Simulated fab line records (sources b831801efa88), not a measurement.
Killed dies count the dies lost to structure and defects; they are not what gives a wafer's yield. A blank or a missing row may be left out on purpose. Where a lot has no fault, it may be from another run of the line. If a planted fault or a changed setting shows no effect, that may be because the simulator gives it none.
Which of the tools did it? | flow sky130 | 6 lots, 18 wafers sampled, at 4 steps of a route of 708

WHAT EACH GAUGE READ, for each wafer
SKY_VT_ADJUST_HVTR_CD_MEAS_07: the cd target is 380 nm.
lot  | measured     | on       | cdNm (nm)
L971 | day 9 13:32  | cdSem-02 | 378.6 377.5 379.1
L973 | day 10 05:30 | cdSem-02 | 379.7 379.2 378.7
L976 | day 11 05:03 | cdSem-01 | 380.2 382.0 381.7
L981 | day 12 20:25 | cdSem-02 | 383.4 383.9 383.0
L986 | day 14 07:22 | cdSem-01 | 368.8 370.2 365.7 369.4 370.5 366.2
L992 | day 16 09:23 | cdSem-02 | 379.0 378.4 378.9

TOOL THAT RAN EACH LOT (tool first, then ch and the chambers of the sampled wafers, then the start)
lot  | SKY_NWELL_RTA_28                | SKY_VT_ADJUST_HVTP_STRIP_10         | SKY_VT_ADJUST_HVTR_DEVELOP_06
L971 | rtpAnneal-01 ch 0, day 5 11:28  | plasmaAsher-02 ch 1, day 6 06:01    | lithoTrack-04 ch 0, day 9 13:23
L973 | rtpAnneal-02 ch 0, day 5 23:10  | plasmaAsher-02 ch 0,1, day 6 18:29  | lithoTrack-01 ch 0, day 10 05:22
L976 | rtpAnneal-02 ch 0, day 6 20:00  | plasmaAsher-04 ch 0,1, day 7 16:14  | lithoTrack-01 ch 0, day 11 04:55
L981 | rtpAnneal-02 ch 0, day 8 04:33  | plasmaAsher-02 ch 0,1, day 9 01:19  | lithoTrack-04 ch 0, day 12 20:16
L986 | rtpAnneal-01 ch 0, day 9 08:24  | plasmaAsher-04 ch 1, day 10 06:28   | lithoTrack-04 ch 0, day 14 07:13
L992 | rtpAnneal-02 ch 0, day 11 02:18 | plasmaAsher-04 ch 0,1, day 12 01:05 | lithoTrack-01 ch 0, day 16 09:14
- SKY_NWELL_RTA_28: time 30 s.
- SKY_VT_ADJUST_HVTP_STRIP_10: strips in O2/N2.
- SKY_VT_ADJUST_HVTR_DEVELOP_06: develop time 60 s.

THE ANSWER, worked out from the rows above alone
Rule: what is usual is taken from the lots themselves. The widest of any qualifying gaps counts: lots, ordered by their means at a reading, are off when they make up no more than a third of the lots, leave a main group of 4 or more, and stand apart from it by 3 or more times the standard deviation of that group's means. A main group whose means are all the same, to the digits that the tables above print for the reading, isn't used. A lot without any number at a reading at which 4 lots or more have one is off too. Where the step has rows for the other lots, those lots are counted as sound.
Off, at SKY_VT_ADJUST_HVTR_CD_MEAS_07 on cdNm: L986. Main group: mean 380.2 nm, sd 1.9.
If a tool, at a process step before that reading, ran all the lots that are off and no sound lot after the first of them, it fits. Those tools and the gauges at SKY_VT_ADJUST_HVTR_CD_MEAS_07 are tried in the same way. Can't be told from this: 3 tools fit, rtpAnneal-01 at SKY_NWELL_RTA_28, lithoTrack-04 at SKY_VT_ADJUST_HVTR_DEVELOP_06, cdSem-01 at SKY_VT_ADJUST_HVTR_CD_MEAS_07.

WHAT WAS PUT IN BY THE SIMULATOR
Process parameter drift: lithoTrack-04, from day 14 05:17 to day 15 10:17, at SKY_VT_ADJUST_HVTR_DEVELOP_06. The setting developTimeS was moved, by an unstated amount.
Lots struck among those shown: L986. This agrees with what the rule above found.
